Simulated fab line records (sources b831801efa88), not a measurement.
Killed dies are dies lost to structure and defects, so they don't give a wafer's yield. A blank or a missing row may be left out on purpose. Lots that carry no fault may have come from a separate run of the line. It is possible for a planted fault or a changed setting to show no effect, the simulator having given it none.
Code-filled problem report in 8D (eight disciplines) form || flow sky130 || the parts of the form that need people (team, actions taken, sign-off) are left out

1. PROBLEM STATEMENT
At SKY_METAL2_METAL_ETCH_19, rf-fwd-power-W averages 750 W over 6 wafers from 2 lots, while fault-free wafers read 894 W, standard deviation 3.3. That is -44 standard deviations from the usual mean.
The step: etches the open film in Cl2/BCl3, stops on SiO2, target depth 360 nm, time 78 s.
Seen first at day 40 19:13 on rie-metal-04, wafer L701.1. At this step, 33 wafers from 11 lots have a number in the record. By rule, "out" or "out of limits" means more than 4 standard deviations away from the usual mean. The other wafers with a number count as sound.

2. WHAT THIS IS AND IS NOT
{"question": "which readings at this step", "is": "rf-fwd-power-W", "is not": "drypump-motor-current-A, mfc-cl2-sccm"}
{"question": "which lots", "is": "L699, L701", "is not": "L685, L686, L687, L692, L693, L694, L703, L704, L707"}
{"question": "which wafers of those lots", "is": "all that have a number", "is not": "-"}
{"question": "read on which tools", "is": "rie-metal-04", "is not": "rie-metal-01, rie-metal-02"}
{"question": "when", "is": "from day 40 19:13", "is not": "up to then (18 sound wafers); but 9 sound wafers of L703, L704, L707 came after"}

3. THE SUSPECTS, EACH WITH WHAT RULES IT OUT
Counting: a tool at any process step up to the reading remains a suspect when it ran all the lots that are out and ran no sound lot after the first of those.
- pvd-sputter-04 at SKY_METAL1_SPUTTER_01 (material TiN, target thk 20 nm, time 16.7 s): ruled out as a lasting fault. Following L701 (day 37 13:40), the first lot on it that is out, the sound lots L703, L707 were run on it.
- rie-metal-04 at SKY_METAL2_METAL_ETCH_19 (etches the open film in Cl2/BCl3, stops on SiO2, target depth 360 nm, time 78 s): kept. It ran every lot that is out, first L701 (day 40 19:13), and no sound lot after that; its last sound lot up to then is L692 (day 37 21:19). Its own rf-fwd-power-W readings are out on those wafers.
Left after counting: rie-metal-04 at SKY_METAL2_METAL_ETCH_19.

4. THE CAUSE (what the simulator had put in)
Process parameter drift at SKY_METAL2_METAL_ETCH_19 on rie-metal-04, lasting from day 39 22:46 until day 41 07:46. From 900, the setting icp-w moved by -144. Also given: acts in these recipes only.
Only this tool survived the counting.

5. THE EFFECT CHAIN, in route order
Each row: a reading whose mean over the struck wafers that have a number lies more than 3 standard deviations from the usual. Scope: only readings with a usual standard deviation given in the record; hours: median across lots of the time from each lot's start at the first step in this table that gives one to its start at this step; sigmas: change in usual standard deviations.
{"hours": 0, "step": "SKY_METAL2_METAL_ETCH_19", "reading": "rf-fwd-power-W", "usual": "894 W", "on struck wafers": 750, "change": -144, "sigmas": -44}
{"hours": 0, "step": "SKY_METAL2_STRIP_20", "reading": "strip-time-to-endpoint-s", "usual": "2.702 s", "on struck wafers": 3.039, "change": "+0.337", "sigmas": "+13"}
It contains these process steps:
- SKY_METAL2_METAL_ETCH_19: etches the open film in Cl2/BCl3, stops on SiO2, target depth 360 nm, time 78 s.
- SKY_METAL2_STRIP_20: strips in O2/N2.

6. HOW IT WOULD HAVE BEEN CAUGHT EARLIER
In this record no reading fell out of limits until day 40 19:13, 20 hours after the fault had begun at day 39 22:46.
